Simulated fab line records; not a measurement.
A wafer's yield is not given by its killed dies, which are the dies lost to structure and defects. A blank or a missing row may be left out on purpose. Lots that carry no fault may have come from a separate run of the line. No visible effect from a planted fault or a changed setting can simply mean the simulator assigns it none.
fab line records	flow sky130
record: lots: 6	wafers: 18	last_day: 50
route steps=708 shown LDD_LDN@300 SPACER@304 POLY_CUT@307 PAD_OPEN@708
lots untouched by any fault: they come from a run of this same line in which no faults occurred
start_h: hours from the record's first day to the start of the lot's first wafer shown	wait_h: how many hours have passed since the lot's step before this one	" unchanged from the row above	L1.1+2: several wafers, shown together as one row	- no value, or no start given	* or withheld: withheld	< > ~ a bound
route shown NAME@n: NAME is a module with steps in the file, n the number in the route of the first one	usual: the fault-free wafers' mean and standard deviation	same: alike in all rows	chamber/n: place in a boat	sites: each site's reading	_std_site: their standard deviation	_edge_site: mean of outer sites minus mean of inner sites	radius_mm: how far each site lies from the wafer's centre	mask NAME#n: copy n	behind: tool/chamber where the wafer was last shaped	hold: reason for holding the lot/hours on hold/outcome of the hold	device: transistor that didn't switch, given as n, p or np	end of line: tests run on the same wafers once the route is complete	step lacking rows: just its recipe	killed: count of dies lost to structure and defects at first sort (not the wafer's yield)	map: shows each die of a wafer: x if killed, . if not, _ if none is there
set.NAME: the run value of the setting; set.NAME@STEP: its run value at that earlier step	model.NAME: the simulator's own value behind a step, which no gauge read
certain route steps with their lots: each step a table, each wafer a row
services: the hour from which a tool's chamber was out of use, counted from the record's first day as start_h (under 0 if before that day), plus the number of hours and why
== steps ==
step: SKY_LDD_LDN_IMPLANT_11
recipe: species: As	energy_kev: 15	dose_cm2: 1.25e+13	tilt_deg: withheld	rotation_deg: 293
step: SKY_LDD_LDN_STRIP_12
recipe: chemistry: O2/N2	power_w: 1400	pressure_mtorr: 1500	platen_temp_c: withheld	o2_flow_sccm: 3000	n2_flow_sccm: 300	overash_fraction: 0.5
usual: chamber_pressure_mTorr: 1499.8/1.4	drypump_motor_current_A: 5.6/0.56	oes_product_au: 0.716/0.0046	strip_time_to_endpoint_s: 14.19/0.037
lot.wafer	tool	chamber	start_h	wait_h	chamber_pressure_mTorr	drypump_motor_current_A	oes_product_au	rf_hours_counter_h	strip_time_to_endpoint_s
L319.3	plasma_asher-04	0	544.67	0.1	1498.4	5.1	0.718	-	14.14
L319.4	"	1	"	"	1498.9	6.4	0.711	-	14.18
L319.5	"	1	"	"	1500.5	6.3	0.714	-	14.20
L322.2	plasma_asher-01	1	582.70	0.1	1499.7	6.1	0.717	15	14.24
L322.3	"	0	"	"	1499.7	5.0	0.708	-	14.21
L322.5	"	1	"	"	1498.6	6.1	0.717	-	14.23
L323.3	plasma_asher-04	0	595.17	0.1	1498.4	5.0	0.727	-	14.15
L323.4	"	1	"	"	1499.5	6.3	0.724	-	14.21
L323.5	"	1	"	"	1500.6	6.3	0.713	-	14.18
L332.1	plasma_asher-02	0	659.90	0.1	1498.7	5.3	0.723	54	14.24
L332.5	"	1	"	"	1500.9	5.7	0.717	-	14.22
L332.6	"	0	"	"	1498.5	5.3	0.719	-	14.24
L336.1	plasma_asher-01	0	693.24	0.1	1501.6	5.0	0.715	26	14.19
L336.5	"	0	"	"	1496.7	4.9	0.709	-	14.23
L336.6	"	1	"	"	1499.1	6.1	0.716	-	14.20
L340.3	plasma_asher-02	0	725.04	0.1	1498.8	5.3	0.711	-	14.17
L340.4	"	1	"	"	1499.3	5.7	0.714	-	14.16
L340.5	"	1	"	"	1500.1	5.7	0.712	-	14.21
step: SKY_LDD_LDN_TW_MEAS_13
usual: LDD_LDN_TW: 1491/7.4
lot.wafer	tool	chamber	start_h	wait_h	LDD_LDN_TW
L319.3	film_metro-01	-	544.75	0.1	1502
L319.4	"	-	"	"	1497
L319.5	"	-	"	"	1499
L322.2	film_metro-01	-	582.81	0.1	1497
L322.3	"	-	"	"	1497
L322.5	"	-	"	"	1495
L323.3	film_metro-04	-	595.26	0.1	1488
L323.4	"	-	"	"	1492
L323.5	"	-	"	"	1500
L332.1	film_metro-03	-	660.08	0.1	1491
L332.5	"	-	"	"	1487
L332.6	"	-	"	"	1490
L336.1	film_metro-03	-	693.34	0.1	1483
L336.5	"	-	"	"	1478
L336.6	"	-	"	"	1490
L340.3	film_metro-04	-	725.13	0.1	1484
L340.4	"	-	"	"	1493
L340.5	"	-	"	"	1483
step: SKY_LDD_LDN_CLEAN_14
recipe: chemistry: SC1/SC2	mix: 1:4:20	temp_c: 70	time_s: 150	dry: n2_spin
step: SKY_SPACER_CVD_00
recipe: material: Si3N4	precursor: DCS/NH3	target_thk_nm: 43.1	temp_c: 770	time_s: 740	pressure_mtorr: 250
step: SKY_SPACER_THK_MEAS_01
recipe: reads: Si3N4_of_SPACER_CVD_00
usual: SPACER_CVD_00_THK: 43.2/0.39
lot.wafer	tool	chamber	start_h	wait_h	SPACER_CVD_00_THK[nm]
L319.3	film_metro-02	-	547.25	0.0	42.5
L319.4	"	-	"	"	43.0
L319.5	"	-	"	"	43.0
L322.2	film_metro-01	-	584.13	0.0	42.9
L322.3	"	-	"	"	43.0
L322.5	"	-	"	"	42.7
L323.3	film_metro-02	-	598.13	0.0	43.8
L323.4	"	-	"	"	43.4
L323.5	"	-	"	"	43.9
L332.1	film_metro-02	-	661.39	0.0	43.4
L332.5	"	-	"	"	43.0
L332.6	"	-	"	"	43.3
L336.1	film_metro-01	-	695.59	0.0	42.7
L336.5	"	-	"	"	43.2
L336.6	"	-	"	"	43.3
L340.3	film_metro-01	-	726.44	0.0	43.3
L340.4	"	-	"	"	43.4
L340.5	"	-	"	"	43.3
step: SKY_SPACER_ETCHBACK_02
recipe: chemistry: CH3F/O2	target: Si3N4	stop_on: SiO2	source_w: 400	bias_w: 80	pressure_mtorr: 25	ch3f_flow_sccm: 40	O2_flow_sccm: 30	time_s: 46.7	target_depth_a: 450
usual: chamber_pressure_mTorr: 25.000/0.022	drypump_motor_current_A: 5.8/0.51	oes_product_au: 0.855/0.0057	rf_fwd_power_W: 395.8/1.6	throttle_valve_pct: 10.562/0.0092
same: time_s: 46.7
lot.wafer	tool	chamber	start_h	wait_h	chamber_pressure_mTorr	drypump_motor_current_A	oes_product_au	rf_fwd_power_W	rf_hours_counter_h	throttle_valve_pct
L319.3	rie_diel-02	1	547.29	0.0	25.030	5.5	0.847	392.9	26	10.565
L319.4	"	3	"	"	25.010	5.9	0.854	397.3	15	10.565
L319.5	"	1	"	"	24.972	5.5	0.859	395.3	-	10.554
L322.2	rie_diel-01	0	584.18	0.0	24.990	6.5	0.849	395.5	45	10.564
L322.3	"	3	"	"	25.028	6.5	0.854	397.0	10	10.566
L322.5	"	3	"	"	24.990	6.5	0.848	398.8	-	10.563
L323.3	rie_diel-02	1	598.17	0.0	24.984	5.5	0.867	394.6	26	10.554
L323.4	"	0	"	"	25.008	5.9	0.849	398.8	-	10.564
L323.5	"	1	"	"	25.000	5.5	0.868	395.8	-	10.571
L332.1	rie_diel-01	3	661.45	0.1	25.012	6.5	0.860	395.2	11	10.556
L332.5	"	3	"	"	25.045	6.5	0.851	396.6	-	10.569
L332.6	"	2	"	"	24.976	6.2	0.865	395.6	-	10.563
L336.1	rie_diel-01	3	695.65	0.1	25.009	6.6	0.855	396.5	12	10.554
L336.5	"	3	"	"	25.006	6.5	0.860	396.9	-	10.559
L336.6	"	2	"	"	25.012	6.2	0.850	395.8	-	10.546
L340.3	rie_diel-03	2	726.48	0.0	24.958	4.7	0.856	394.0	11	10.561
L340.4	"	2	"	"	24.981	4.7	0.859	394.6	-	10.556
L340.5	"	1	"	"	25.006	6.0	0.863	397.6	-	10.556
step: SKY_POLY_CUT_DEHYDRATE_00
recipe: temp_c: 200	time_s: 60
step: SKY_POLY_CUT_HMDS_01
recipe: prime_time_s: 60	prime_temp_c: 120
step: SKY_POLY_CUT_COAT_02
recipe: resist: BARC	temp_c: withheld	time_s: withheld	spin_rpm: 3000	resist_thk_nm: 60
step: SKY_POLY_CUT_COAT_03
recipe: resist: KrF-thick	spin_rpm: 3000	resist_thk_nm: 450
step: SKY_POLY_CUT_SOFTBAKE_04
recipe: temp_c: 100	time_s: 90	resist: KrF-thick
step: SKY_POLY_CUT_EXPOSE_05
recipe: mask_id: NPCM	na: 0.8	source_shape: annular	sigma_inner: 0.55	sigma_outer: 0.85	target_cd_nm: 270	dose_mj: 32
same: sigma_inner: 0.55
lot.wafer	tool	chamber	start_h	wait_h	mask
L319.3+4+5	krf_scanner-02	0	563.62	-	NPCM#0
L322.2+3+5	krf_scanner-02	0	599.70	-	NPCM#0
L323.3+4+5	krf_scanner-02	0	613.40	-	NPCM#0
L332.1+5+6	krf_scanner-02	0	676.11	-	NPCM#0
L336.1+5+6	krf_scanner-01	0	710.31	-	NPCM#0
L340.3+4+5	krf_scanner-01	0	741.14	-	NPCM#0
step: SKY_POLY_CUT_PEB_06
recipe: peb_temp_c: withheld	peb_time_s: withheld	resist: KrF-thick
step: SKY_POLY_CUT_DEVELOP_07
recipe: develop_time_s: 60	resist: KrF-thick	dev_temp_c: 21
step: SKY_POLY_CUT_CD_MEAS_08
recipe: target_cd_nm: 270
usual: cd_nm: 270.3/1.5
lot.wafer	tool	chamber	start_h	wait_h	hold	cd_nm
L319.3	cd_sem-01	-	578.60	-	-	268.3
L319.4	"	-	"	"	-	268.5
L319.5	"	-	"	"	-	269.5
L322.2	cd_sem-02	-	615.25	-	await_dispo/0.2h/release	264.4
L322.3	"	-	"	"	await_dispo/0.2h/release	272.6
L322.5	"	-	"	"	await_dispo/0.2h/release	264.1
L322.2	cd_sem-02	-	615.69	0.4	-	264.6
L322.3	"	-	"	"	-	272.4
L322.5	"	-	"	"	-	264.5
L323.3	cd_sem-02	-	627.85	-	await_dispo/0.2h/release	269.3
L323.4	"	-	"	"	await_dispo/0.2h/release	269.8
L323.5	"	-	"	"	await_dispo/0.2h/release	263.1
L323.3	cd_sem-02	-	628.21	0.3	-	268.7
L323.4	"	-	"	"	-	269.6
L323.5	"	-	"	"	-	263.2
L332.1	cd_sem-02	-	690.13	-	-	271.7
L332.5	"	-	"	"	-	270.8
L332.6	"	-	"	"	-	270.2
L336.1	cd_sem-01	-	724.21	-	-	270.7
L336.5	"	-	"	"	-	269.9
L336.6	"	-	"	"	-	270.3
L340.3	cd_sem-02	-	754.89	-	-	268.9
L340.4	"	-	"	"	-	267.8
L340.5	"	-	"	"	-	268.0
step: SKY_POLY_CUT_OVL_MEAS_09
usual: POLY_CUT_OVL: 0/6.5
lot.wafer	tool	chamber	start_h	wait_h	hold	POLY_CUT_OVL[nm]
L319.3	overlay-01	-	578.69	0.1	-	6
L319.4	"	-	"	"	-	2
L319.5	"	-	"	"	-	15
L322.2	overlay-01	-	615.80	0.1	-	1
L322.3	"	-	"	"	-	0
L322.5	"	-	"	"	-	10
L323.3	overlay-01	-	631.00	2.8	await_dispo/2.7h/release	-9
L323.4	"	-	"	"	await_dispo/2.7h/release	4
L323.5	"	-	"	"	await_dispo/2.7h/release	-10
L332.1	overlay-01	-	690.25	0.1	-	3
L332.5	"	-	"	"	-	4
L332.6	"	-	"	"	-	-5
L336.1	overlay-01	-	724.33	0.1	-	-3
L336.5	"	-	"	"	-	7
L336.6	"	-	"	"	-	7
L340.3	overlay-02	-	754.98	0.1	-	-4
L340.4	"	-	"	"	-	-1
L340.5	"	-	"	"	-	-7
step: SKY_POLY_CUT_ETCH_10
recipe: chemistry: N2/H2	target: BARC	ion_energy_ev: 200	source_w: 500	bias_w: 100	pressure_mtorr: 30	n2_flow_sccm: 100	h2_flow_sccm: 200	stop_on: SiO2	time_s: 45.9	target_depth_a: 600
usual: chamber_pressure_mTorr: 29.997/0.028	drypump_motor_current_A: 5.6/0.6	oes_product_au: 0.855/0.0049	rf_fwd_power_W: 494.7/1.6	throttle_valve_pct: 13.225/0.0086
same: time_s: 45.9
lot.wafer	tool	chamber	start_h	wait_h	chamber_pressure_mTorr	drypump_motor_current_A	oes_product_au	rf_fwd_power_W	rf_hours_counter_h	throttle_valve_pct	model.POLY_CUT.cd_nm
L319.3	rie_diel-03	0	578.71	0.0	30.000	6.0	0.860	495.7	50	13.224	267.9
L319.4	"	1	"	"	29.984	6.1	0.849	491.9	-	13.230	268.2
L319.5	"	3	"	"	29.991	5.2	0.859	494.6	-	13.218	269.3
L322.2	rie_diel-03	0	615.83	0.0	30.002	6.0	0.850	497.3	51	13.230	264.3
L322.3	"	1	"	"	30.023	6.0	0.852	493.0	58	13.236	272.4
L322.5	"	3	"	"	29.970	5.2	0.858	494.6	-	13.224	264.3
L323.3	rie_diel-04	0	631.02	0.0	30.021	5.2	0.857	496.1	5	13.216	269.7
L323.4	"	3	"	"	29.946	5.0	0.857	496.8	24	13.217	269.6
L323.5	"	2	"	"	29.964	5.9	0.856	494.4	-	13.242	262.9
L332.1	rie_diel-01	2	690.29	0.0	29.987	6.2	0.857	495.3	5	13.230	271.6
L332.5	"	3	"	"	30.000	6.5	0.846	494.6	-	13.227	270
L332.6	"	0	"	"	29.994	6.6	0.857	496.5	-	13.217	270.5
L336.1	rie_diel-04	3	724.36	0.0	29.965	5.0	0.846	493.4	26	13.216	270.8
L336.5	"	2	"	"	29.992	5.9	0.860	493.4	-	13.221	269.7
L336.6	"	3	"	"	29.993	5.0	0.854	491.4	-	13.226	270.8
L340.3	rie_diel-03	3	755.01	0.0	30.044	5.2	0.853	495.5	9	13.239	268.7
L340.4	"	1	"	"	30.063	6.1	0.862	494.0	2	13.221	268.3
L340.5	"	2	"	"	29.999	4.8	0.848	494.4	-	13.212	267.6
step: SKY_POLY_CUT_ETCH_11
recipe: target: Si3N4	chemistry: CF4/CH2F2/Ar	stop_on: poly-Si	source_w: 600	bias_w: 150	pressure_mtorr: 40	cf4_flow_sccm: 40	ch2f2_flow_sccm: 20	Ar_flow_sccm: 150	time_s: 42.5	target_depth_a: 600
usual: chamber_pressure_mTorr: 40.00/0.033	drypump_motor_current_A: 5.6/0.6	oes_product_au: 0.831/0.0065	rf_fwd_power_W: 593.4/1.8	throttle_valve_pct: 14.994/0.01
same: time_s: 42.5
lot.wafer	tool	chamber	start_h	wait_h	chamber_pressure_mTorr	drypump_motor_current_A	oes_product_au	rf_fwd_power_W	rf_hours_counter_h	throttle_valve_pct	model.POLY_CUT.cd_nm
L319.3	rie_diel-03	0	578.75	0.0	40.05	6.0	0.832	595.4	50	14.989	268
L319.4	"	1	"	"	40.00	6.1	0.832	589.8	-	14.999	268.2
L319.5	"	3	"	"	40.03	5.2	0.814	591.7	-	14.986	269.3
L322.2	rie_diel-03	0	615.87	0.0	40.01	6.0	0.836	592.9	51	15.000	264.4
L322.3	"	1	"	"	39.99	6.0	0.826	591.8	58	14.973	272.4
L322.5	"	3	"	"	39.96	5.2	0.823	592.7	-	14.980	264.3
L323.3	rie_diel-04	0	631.06	0.0	39.98	5.2	0.831	592.9	5	15.011	269.7
L323.4	"	3	"	"	39.98	5.0	0.835	592.5	24	14.997	269.5
L323.5	"	2	"	"	39.96	5.9	0.829	595.9	-	15.002	262.9
L332.1	rie_diel-01	2	690.33	0.0	39.98	6.2	0.822	595.0	5	14.993	271.6
L332.5	"	3	"	"	40.04	6.5	0.829	594.5	-	15.001	270.1
L332.6	"	0	"	"	39.96	6.5	0.824	592.2	-	15.001	270.4
L336.1	rie_diel-04	3	724.40	0.0	40.01	5.0	0.825	592.5	26	15.003	270.7
L336.5	"	2	"	"	39.97	5.9	0.831	591.5	-	14.986	269.7
L336.6	"	3	"	"	40.02	5.0	0.818	592.5	-	14.979	270.7
L340.3	rie_diel-03	3	755.05	0.0	40.06	5.2	0.825	590.5	9	15.003	268.8
L340.4	"	1	"	"	39.96	6.1	0.835	591.4	2	14.983	268.2
L340.5	"	2	"	"	40.01	4.7	0.830	591.3	-	14.991	267.8
step: SKY_POLY_CUT_STRIP_12
recipe: chemistry: O2/N2	power_w: 1400	pressure_mtorr: 1500	platen_temp_c: withheld	o2_flow_sccm: 3000	n2_flow_sccm: 300	overash_fraction: 0.5
usual: chamber_pressure_mTorr: 1500.1/1.5	drypump_motor_current_A: 5.6/0.53	oes_product_au: 0.453/0.0044	strip_time_to_endpoint_s: 5.367/0.016
lot.wafer	tool	chamber	start_h	wait_h	chamber_pressure_mTorr	drypump_motor_current_A	oes_product_au	rf_hours_counter_h	strip_time_to_endpoint_s
L319.3	plasma_asher-04	0	578.83	0.1	1503.4	5.0	0.447	-	5.340
L319.4	"	1	"	"	1499.4	6.3	0.456	-	5.351
L319.5	"	1	"	"	1498.7	6.3	0.451	-	5.377
L322.2	plasma_asher-01	0	615.91	0.0	1498.0	4.9	0.456	18	5.381
L322.3	"	0	"	"	1501.1	5.0	0.464	-	5.370
L322.5	"	0	"	"	1500.2	5.0	0.455	-	5.371
L323.3	plasma_asher-04	1	631.14	0.1	1500.4	6.3	0.453	-	5.381
L323.4	"	0	"	"	1500.9	5.0	0.458	-	5.384
L323.5	"	1	"	"	1498.3	6.3	0.449	-	5.385
L332.1	plasma_asher-01	0	690.37	0.0	1504.7	5.0	0.453	26	5.360
L332.5	"	1	"	"	1501.4	6.1	0.448	-	5.364
L332.6	"	0	"	"	1499.8	5.0	0.450	-	5.393
L336.1	plasma_asher-04	1	724.45	0.0	1498.6	6.3	0.449	90	5.404
L336.5	"	1	"	"	1497.7	6.3	0.460	-	5.373
L336.6	"	0	"	"	1500.7	5.0	0.447	-	5.390
L340.3	plasma_asher-01	0	755.12	0.1	1499.9	5.0	0.451	-	5.359
L340.4	"	1	"	"	1500.8	6.1	0.454	-	5.363
L340.5	"	0	"	"	1500.2	4.9	0.448	-	5.357
step: SKY_PAD_OPEN_PROBE_99
usual: killed_at_M0_to_M3: 43/7.1	killed_at_M4_up: 3.2/1.9	killed_at_contacts: 23/5.1	killed_at_front_end: 15/4.5	killed_at_other: 0.4/0.65	killed_dies: 85/9.4	killed_open: 47/6.8	killed_short: 38/6.1
same: gross_dies: 492	killed_at_back_side: 0
lot.wafer	tool	chamber	start_h	wait_h	killed_at_M0_to_M3	killed_at_M4_up	killed_at_contacts	killed_at_front_end	killed_at_other	killed_dies	killed_open	killed_short
L319.3	prober-02	-	1097.17	0.2	30	1	25	20	0	76	44	30
L319.4	prober-02	-	1097.22	0.2	34	2	31	6	0	73	40	33
L319.5	prober-02	-	1097.27	0.2	45	11	19	12	0	87	50	35
L332.1	prober-02	-	1170.62	0.1	32	1	16	11	0	60	27	33
L332.6	prober-02	-	1170.87	0.2	54	2	22	25	0	103	56	47
killed by level:class
L319.3 LI_CONTACT:geometric_particle:open=10 CONTACT:geometric_particle:open=8 VIA1:geometric_particle:open=6 FIELD_ISO:geometric_particle:open=5 FIELD_ISO:geometric_particle:short=4 POLY_GATE:geometric_particle:short=4 VIA2:geometric_particle:open=4 CONTACT:geometric_particle:short=4
L319.4 LI_CONTACT:geometric_particle:open=8 CONTACT:geometric_particle:open=8 VIA2:geometric_particle:open=6 CONTACT:geometric_particle:short=6 METAL1:geometric_particle:short=6 VIA1:geometric_particle:open=5 LOCAL_INTERCONNECT:geometric_particle:short=5 METAL2:geometric_particle:short=5
L319.5 VIA1:geometric_particle:open=13 LI_CONTACT:geometric_particle:open=8 CONTACT:geometric_particle:open=7 METAL4:geometric_particle:short=7 METAL2:geometric_particle:short=6 VIA3:geometric_particle:open=6 FIELD_ISO:geometric_particle:open=5 VIA2:geometric_particle:open=5
L332.1 CONTACT:geometric_particle:open=7 METAL2:geometric_particle:short=7 VIA1:geometric_particle:open=6 FIELD_ISO:geometric_particle:short=5 VIA1:geometric_particle:short=5 LI_CONTACT:geometric_particle:open=5 METAL1:geometric_particle:short=4 POLY_GATE:geometric_particle:short=3
L332.6 VIA1:geometric_particle:open=16 FIELD_ISO:geometric_particle:open=9 METAL1:geometric_particle:short=7 POLY_GATE:geometric_particle:short=6 LI_CONTACT:geometric_particle:open=6 CONTACT:geometric_particle:open=6 VIA1:geometric_particle:short=6 VIA3:geometric_particle:open=6
== services ==
tool	chamber	start_h	hours	kind
krf_scanner-02	-	524.62	0.8	pm
rie_diel-01	-	525.73	2.8	pm
rie_diel-02	3	535.11	2.4	repair
rie_diel-03	-	540.48	1.0	repair
rie_diel-02	-	548.03	28.1	pm
plasma_asher-02	-	552.52	3.8	repair
plasma_asher-01	-	571.96	3.2	repair
rie_diel-01	0	574.98	1.5	repair
rie_diel-03	2	575.26	4.1	repair
krf_scanner-02	-	583.20	1.0	pm
rie_diel-01	3	594.16	2.5	repair
krf_scanner-02	-	603.91	1.3	pm
rie_diel-04	2	605.21	2.5	repair
plasma_asher-01	-	633.67	4.3	pm
rie_diel-03	2	659.72	13.1	repair
rie_diel-04	1	671.05	8.7	repair
krf_scanner-02	-	693.42	0.8	pm
rie_diel-01	0	694.37	5.2	repair
krf_scanner-02	-	708.68	3.0	pm
rie_diel-04	0	717.81	13.3	repair
rie_diel-01	2	718.74	3.6	repair
krf_scanner-02	-	720.30	11.6	pm
rie_diel-04	-	748.30	14.6	pm
krf_scanner-02	-	752.20	1.0	pm
== key ==
first_sign: step: SKY_POLY_CUT_CD_MEAS_08	reading: visit	direction: added
effect: step: SKY_POLY_CUT_CD_MEAS_08	reading: cd_nm	direction: down	sigmas: 4.4	usual: 270.3	struck: 263.9
model_effect: step: SKY_POLY_CUT_ETCH_10	value: POLY_CUT.cd_nm	without: 271.8	struck: 263.8
model_effect: step: SKY_POLY_CUT_ETCH_11	value: POLY_CUT.cd_nm	without: 271.8	struck: 263.9
met_at SKY_POLY_CUT_EXPOSE_05
struck_wafers L322.2,L322.5,L323.5
tester_left_out L322,L323
onset_between 563.62 599.70
fault: kind: process_parameter_drift	tool: krf_scanner-02	chamber: -	onset_h: 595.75	steps: SKY_POLY_CUT_EXPOSE_05	channel: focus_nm	offset: 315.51	shape: step	end_h: 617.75	scope: struck_wafers_only
tester_left_out: of these lots the tester's yield and bins aren't shown, on N5 and GAA mostly nor the transistor test; their killed dies are dies lost to structure and defects alone, not to doping, threshold or leakage, so they don't give the yield
